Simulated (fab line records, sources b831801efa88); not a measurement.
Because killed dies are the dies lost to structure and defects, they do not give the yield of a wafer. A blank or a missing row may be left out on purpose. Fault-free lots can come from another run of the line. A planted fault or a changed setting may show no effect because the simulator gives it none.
What tool caused it? / flow gf180mcu / Sampling: 14 lots, 42 wafers, 2 of 602 route steps

== WHAT THE GAUGES SHOWED, per wafer ==
GF_VT_IMPLANT_OVL_MEAS_07.
lot=L735; measured=day 5 22:19; on=overlay-02; VT_IMPLANT_OVL (nm)=0.3 2.0 2.1
lot=L737; measured=day 6 06:37; on=overlay-01; VT_IMPLANT_OVL (nm)=0.8 3.0 2.1
lot=L739; measured=day 6 15:10; on=overlay-02; VT_IMPLANT_OVL (nm)=0.2 1.6 0.6
lot=L741; measured=day 7 10:41; on=overlay-01; VT_IMPLANT_OVL (nm)=0.4 -0.1 -0.9
lot=L742; measured=day 7 14:01; on=overlay-01; VT_IMPLANT_OVL (nm)=-0.3 0.3 -0.3
lot=L743; measured=day 7 18:10; on=overlay-01; VT_IMPLANT_OVL (nm)=-2.0 0.6 0.7
lot=L744; measured=day 8 02:36; on=overlay-01; VT_IMPLANT_OVL (nm)=1.4 0.7 0.5
lot=L745; measured=day 8 08:34; on=overlay-02; VT_IMPLANT_OVL (nm)=0.5 -0.2 -0.3
lot=L746; measured=day 8 09:23; on=overlay-01; VT_IMPLANT_OVL (nm)=0.5 3.5 1.1
lot=L751; measured=day 9 16:35; on=overlay-02; VT_IMPLANT_OVL (nm)=-0.5 -2.2 -0.4
lot=L755; measured=day 11 00:40; on=overlay-01; VT_IMPLANT_OVL (nm)=-0.7 -2.5 0.1
lot=L757; measured=day 11 09:40; on=overlay-02; VT_IMPLANT_OVL (nm)=-1.6 -0.1 -1.2
lot=L756; measured=day 11 10:56; on=overlay-01; VT_IMPLANT_OVL (nm)=-0.6 2.8 1.5
lot=L758; measured=day 11 16:23; on=overlay-01; VT_IMPLANT_OVL (nm)=0.5 -0.1 1.9

GF_DUAL_GATE_OVL_MEAS_11.
lot=L735; measured=day 8 16:08; on=overlay-01; DUAL_GATE_OVL (nm)=0.6 1.8 0.0
lot=L737; measured=day 8 23:26; on=overlay-02; DUAL_GATE_OVL (nm)=-1.5 1.4 -0.5
lot=L739; measured=day 9 09:44; on=overlay-01; DUAL_GATE_OVL (nm)=0.9 -1.3 -0.6
lot=L741; measured=day 10 09:47; on=overlay-02; DUAL_GATE_OVL (nm)=1.0 0.3 0.3
lot=L742; measured=day 10 12:47; on=overlay-02; DUAL_GATE_OVL (nm)=-0.2 -0.8 -2.1
lot=L743; measured=day 10 16:11; on=overlay-02; DUAL_GATE_OVL (nm)=0.7 1.4 -0.4
lot=L744; measured=day 11 02:41; on=overlay-01; DUAL_GATE_OVL (nm)=0.4 1.9 -1.2
lot=L745; measured=day 11 08:29; on=overlay-02; DUAL_GATE_OVL (nm)=0.5 -0.8 -1.8
lot=L746; measured=day 11 11:31; on=overlay-01; DUAL_GATE_OVL (nm)=-1.5 1.1 0.7
lot=L751; measured=day 12 21:55; on=overlay-02; DUAL_GATE_OVL (nm)=-0.3 1.8 -0.6
lot=L755; measured=day 14 09:23; on=overlay-01; DUAL_GATE_OVL (nm)=-0.3 -1.8 -2.1
lot=L757; measured=day 14 20:14; on=overlay-01; DUAL_GATE_OVL (nm)=-0.8 -0.4 0.9
lot=L756; measured=day 14 20:53; on=overlay-02; DUAL_GATE_OVL (nm)=-2.6 -0.8 -1.0
lot=L758; measured=day 15 07:53; on=overlay-01; DUAL_GATE_OVL (nm)=0.3 -0.7 1.8

== EACH LOT AND THE TOOL THAT RAN IT (in order: tool; ch and the chambers of the sampled wafers; start) ==
No process step before these readings appears in the record.

== AS READ BY THE TOOLS THEMSELVES (means over the sampled wafers that have a number; for cases with no such wafer, the mark the record gives instead) ==
The record holds no such reading with a usual standard deviation.

== THE ANSWER, worked out from the rows above alone ==
Rule: the usual values come from the lots themselves. Put in order of their means at a reading, lots are off if they are a third of the lots or fewer, leave a main group of 4 or more, and stand apart from it by a gap of 3 or more times the standard deviation of the main group's means; of several such gaps the widest counts. The tables above print the reading to a certain number of digits; a main group whose means all agree to those digits is not used. A lot without any number at a reading at which 4 lots or more have one is off too. Where the step has rows for the other lots, those lots are counted as sound. After the gauges, taken in route order, come the tools' own readings; for these a lot's mean is taken, as printed above. At the first step where some lot is off, the reading lying furthest off is the one used; lots without a number count as furthest.
No lot is off on any of the readings shown, so nothing can be concluded from this.

== WHAT THE SIMULATOR PUT IN ==
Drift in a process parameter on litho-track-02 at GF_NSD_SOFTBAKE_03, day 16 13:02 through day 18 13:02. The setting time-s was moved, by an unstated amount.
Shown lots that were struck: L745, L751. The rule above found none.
